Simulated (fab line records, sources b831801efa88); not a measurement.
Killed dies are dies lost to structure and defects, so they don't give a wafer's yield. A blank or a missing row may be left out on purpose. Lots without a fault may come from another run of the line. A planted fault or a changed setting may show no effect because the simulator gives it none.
fab line records | flow sky130 | part 2 of 2: steps 33 to 45 of 45
record lots=5 wafers=15 last_day=50
route steps=708 shown SONOS_TUNNEL@156 SONOS_ONO@168 GATE_OXIDE@187
lots that met no fault: from a run of the same line without faults
start_h: hours from the record's first day to the start of the lot's first wafer shown | wait_h: hours since the lot's step before | " the same as in the row above | L1.1+2: a row that stands for several wafers | - no value, or no start given | * or withheld: withheld | < > ~ a bound
route shown NAME@n: a module of which the file shows steps, and the number in the route of the first | usual: mean/standard deviation of fault-free wafers | same: alike in all rows | chamber/n: place in a boat | sites: the reading at each site | _std_site: their standard deviation | _edge_site: outer sites' mean less inner sites' | radius_mm: how far each site lies from the wafer's centre | mask NAME#n: copy n | behind: the tool/chamber that last shaped the wafer | hold: why the lot was held/for how many hours/how that ended | device: the transistor (n, p or np) that didn't switch | end of line: the same wafers' tests at the end of the route | a step without rows: its recipe alone | killed: dies lost to structure and defects at the first sort, not the wafer's yield | map: a wafer's dies, x killed, . not, _ none there
set.NAME: the setting as run; set.NAME@STEP: as run at that earlier step | model.NAME: the simulator's own value behind a step, which no gauge read
lots at some steps of the route; a table a step, a row a wafer
services: from which hour (start_h, from the record's first day; less than 0 if before it) a tool's chamber was out of use, for how many hours, and why
## steps
# step SKY_GATE_OXIDE_OXIDATION_01
# recipe temp_c=900 ambient=O2 stabilise_s=600 purge_s=300 target_thk_a=102.68 ox_time_s=1473
# usual ox_temp_c_max=905.1/0.85
# columns lot.wafer tool chamber start_h wait_h ox_temp_c_max
L079.2 furnace-02 0 324.45 0.4 905.0
L079.4 " 0 " " 905.6
L079.5 " 0 " " 904.8
L083.2 furnace-02 0 356.42 0.2 904.9
L083.5 " 0 " " 904.8
L083.6 " 0 " " 904.0
L085.1 furnace-02 0 387.03 1.7 906.1
L085.2 " 0 " " 904.2
L085.5 " 0 " " 905.2
L094.1 furnace-02 0 449.68 0.4 906.0
L094.2 " 0 " " 905.3
L094.4 " 0 " " 907.0
L095.1 furnace-02 0 457.80 0.1 905.5
L095.2 " 0 " " 904.9
L095.5 " 0 " " 906.4
# step SKY_GATE_OXIDE_THK_MEAS_02
# recipe reads=SiO2_of_GATE_OXIDE_OXIDATION_01
# usual GATE_OXIDE_OXIDATION_00_THK=10.17/0.24
# columns lot.wafer tool chamber start_h wait_h GATE_OXIDE_OXIDATION_00_THK[nm]
L079.2 film_metro-03 - 325.87 0.0 10.21
L079.4 " - " " 10.17
L079.5 " - " " 10.23
L083.2 film_metro-02 - 357.84 0.0 10.07
L083.5 " - " " 10.32
L083.6 " - " " 10.13
L085.1 film_metro-04 - 388.44 0.0 10.30
L085.2 " - " " 10.09
L085.5 " - " " 10.02
L094.1 film_metro-03 - 451.09 0.0 10.45
L094.2 " - " " 10.37
L094.4 " - " " 10.26
L095.1 film_metro-02 - 459.21 0.0 10.31
L095.2 " - " " 10.08
L095.5 " - " " 10.24
# step SKY_GATE_OXIDE_DEHYDRATE_03
# recipe temp_c=200 time_s=60
# columns lot.wafer tool chamber start_h wait_h
L079.2+4+5 litho_track-03 0 338.65 12.8
L083.2+5+6 litho_track-04 0 371.62 13.8
L085.1+2+5 litho_track-03 0 402.22 13.8
L094.1+2+4 litho_track-02 0 465.52 14.4
L095.1+2+5 litho_track-04 0 473.49 14.3
# step SKY_GATE_OXIDE_HMDS_04
# recipe prime_time_s=60 prime_temp_c=120
# columns lot.wafer tool chamber start_h wait_h
L079.2+4+5 litho_track-03 0 338.80 0.1
L083.2+5+6 litho_track-04 0 371.77 0.1
L085.1+2+5 litho_track-03 0 402.37 0.1
L094.1+2+4 litho_track-02 0 465.67 0.1
L095.1+2+5 litho_track-04 0 473.64 0.1
# step SKY_GATE_OXIDE_COAT_05
# recipe resist=NOVOLAK spin_rpm=3000 resist_thk_nm=1140
# columns lot.wafer tool chamber start_h wait_h
L079.2+4+5 litho_track-03 0 338.95 0.1
L083.2+5+6 litho_track-04 0 371.92 0.1
L085.1+2+5 litho_track-03 0 402.52 0.1
L094.1+2+4 litho_track-02 0 465.82 0.1
L095.1+2+5 litho_track-04 0 473.79 0.1
# step SKY_GATE_OXIDE_SOFTBAKE_06
# recipe temp_c=90 time_s=60 resist=NOVOLAK
# columns lot.wafer tool chamber start_h wait_h
L079.2+4+5 litho_track-03 0 339.10 0.1
L083.2+5+6 litho_track-04 0 372.07 0.1
L085.1+2+5 litho_track-03 0 402.67 0.1
L094.1+2+4 litho_track-02 0 465.97 0.1
L095.1+2+5 litho_track-04 0 473.94 0.1
# step SKY_GATE_OXIDE_EXPOSE_07
# recipe mask_id=LVOM na=0.6 source_shape=conventional sigma_outer=0.6 polarization=unpolarized target_cd_nm=600 dose_mj=170
# columns lot.wafer tool chamber start_h wait_h mask
L079.2+4+5 iline_stepper-01 0 - - LVOM#0
L083.2+5+6 iline_stepper-01 0 - - LVOM#0
L085.1+2+5 iline_stepper-02 0 - - LVOM#0
L094.1+2+4 iline_stepper-02 0 - - LVOM#0
L095.1+2+5 iline_stepper-02 0 - - LVOM#0
# step SKY_GATE_OXIDE_PEB_08
# recipe temp_c=withheld time_s=* resist=NOVOLAK
# columns lot.wafer tool chamber start_h wait_h
L079.2+4+5 litho_track-03 0 - -
L083.2+5+6 litho_track-03 0 - -
L085.1+2+5 litho_track-02 0 - -
L094.1+2+4 litho_track-04 0 - -
L095.1+2+5 litho_track-03 0 - -
# step SKY_GATE_OXIDE_DEVELOP_09
# recipe resist=NOVOLAK developer=TMAH develop_time_s=62.48 dev_temp_c=23
# columns lot.wafer tool chamber start_h wait_h
L079.2+4+5 litho_track-03 0 352.25 0.1
L083.2+5+6 litho_track-03 0 385.75 0.1
L085.1+2+5 litho_track-02 0 417.42 0.1
L094.1+2+4 litho_track-04 0 480.59 0.1
L095.1+2+5 litho_track-03 0 488.82 0.1
# step SKY_GATE_OXIDE_OVL_MEAS_10
# usual GATE_OXIDE_OVL=0.9/1.6
# columns lot.wafer tool chamber start_h wait_h GATE_OXIDE_OVL[nm]
L079.2 overlay-02 - 352.38 0.1 1.8
L079.4 " - " " 3.6
L079.5 " - " " 1.6
L083.2 overlay-01 - 385.88 0.1 1.5
L083.5 " - " " 1.3
L083.6 " - " " 0.8
L085.1 overlay-01 - 417.57 0.1 -0.8
L085.2 " - " " -2.5
L085.5 " - " " -2.3
L094.1 overlay-02 - 480.74 0.1 -1.6
L094.2 " - " " -1.6
L094.4 " - " " -0.6
L095.1 overlay-01 - 488.97 0.1 -0.8
L095.2 " - " " 0.0
L095.5 " - " " -0.4
# step SKY_GATE_OXIDE_IMPLANT_11
# recipe species=B energy_kev=10 dose_cm2=2.6e+12 tilt_deg=withheld
# same implant_ion_amu=11
# columns lot.wafer tool chamber start_h wait_h
L079.2+4+5 implanter-04 0 352.43 0.0
L083.2+5+6 implanter-03 0 385.93 0.0
L085.1+2+5 implanter-02 0 417.61 0.0
L094.1+2+4 implanter-04 0 480.78 0.0
L095.1+2+5 implanter-03 0 489.01 0.0
# step SKY_GATE_OXIDE_WET_ETCH_12
# recipe chemistry=dHF target_depth_nm=16.8 dry=n2_spin target=SiO2 dilution=100:1 temp_c=25 time_s=336
# usual temp_c=25.00/0.1
# columns lot.wafer tool chamber start_h wait_h temp_c
L079.2 wet_bench-03 0 352.56 0.1 25.06
L079.4 " 0 " " 24.95
L079.5 " 0 " " 24.83
L083.2 wet_bench-04 1 386.06 0.1 24.99
L083.5 " 1 " " 25.00
L083.6 " 1 " " 25.12
L085.1 wet_bench-04 2 417.76 0.1 25.02
L085.2 " 2 " " 25.06
L085.5 " 2 " " 24.96
L094.1 wet_bench-01 1 480.93 0.1 24.84
L094.2 " 1 " " 24.82
L094.4 " 1 " " 24.86
L095.1 wet_bench-01 2 489.16 0.1 25.00
L095.2 " 2 " " 24.99
L095.5 " 2 " " 25.08
# step SKY_GATE_OXIDE_STRIP_13
# recipe chemistry=O2/N2 power_w=1400 pressure_mtorr=1500 platen_temp_c=withheld o2_flow_sccm=3000 n2_flow_sccm=300 overash_fraction=0.5
# usual drypump_motor_current_A=6.0/0.34 o2_flow_sccm=3000/8.9 oes_product_au=0.716/0.0045 strip_time_to_endpoint_s=14.20/0.039
# columns lot.wafer tool chamber start_h wait_h drypump_motor_current_A o2_flow_sccm oes_product_au rf_hours_counter_h strip_time_to_endpoint_s
L079.2 plasma_asher-04 1 352.67 0.0 5.6 3004 0.708 64 14.17
L079.4 " 0 " " 6.2 2998 0.719 - 14.20
L079.5 " 0 " " 6.2 3011 0.713 - 14.25
L083.2 plasma_asher-03 1 386.18 0.0 5.9 3001 0.717 68 14.27
L083.5 " 1 " " 5.9 2992 0.719 - 14.23
L083.6 " 0 " " 6.3 2981 0.719 - 14.27
L085.1 plasma_asher-01 1 417.86 0.0 6.2 3010 0.720 28 14.25
L085.2 " 0 " " 5.4 3008 0.715 28 14.25
L085.5 " 1 " " 6.2 2996 0.720 - 14.24
L094.1 plasma_asher-03 0 481.03 0.0 6.3 2995 0.718 2 14.19
L094.2 " 1 " " 5.9 2991 0.715 2 14.17
L094.4 " 1 " " 5.9 2979 0.719 - 14.18
L095.1 plasma_asher-01 0 489.26 0.0 5.4 3011 0.718 36 14.14
L095.2 " 1 " " 6.2 2990 0.718 36 14.17
L095.5 " 0 " " 5.4 2997 0.717 - 14.15
## services
# columns tool chamber start_h hours kind
wet_bench-04 - 258.76 1.6 repair
furnace-01 - 261.79 3.6 pm
implanter-02 - 264.97 0.7 repair
plasma_asher-02 - 281.11 0.3 repair
plasma_asher-03 - 289.90 7.0 repair
lpcvd-03 - 291.35 1.3 repair
wet_bench-01 - 320.23 1.9 pm
furnace-02 - 327.36 3.0 pm
iline_stepper-01 - 361.39 2.1 pm
furnace-01 - 361.59 6.7 pm
furnace-02 - 368.94 5.1 pm
lpcvd-03 - 370.11 28.1 pm
iline_stepper-02 - 372.32 1.7 pm
plasma_asher-01 - 377.05 0.9 repair
iline_stepper-01 - 382.54 1.7 pm
iline_stepper-02 - 388.28 1.0 repair
implanter-04 - 416.39 3.6 repair
plasma_asher-03 - 421.25 9.0 pm
furnace-01 - 429.55 3.8 pm
plasma_asher-01 - 437.47 4.3 pm
furnace-01 - 437.53 3.9 pm
wet_bench-03 - 443.46 2.8 repair
implanter-04 - 448.31 5.4 repair
lpcvd-03 - 484.63 1.6 repair
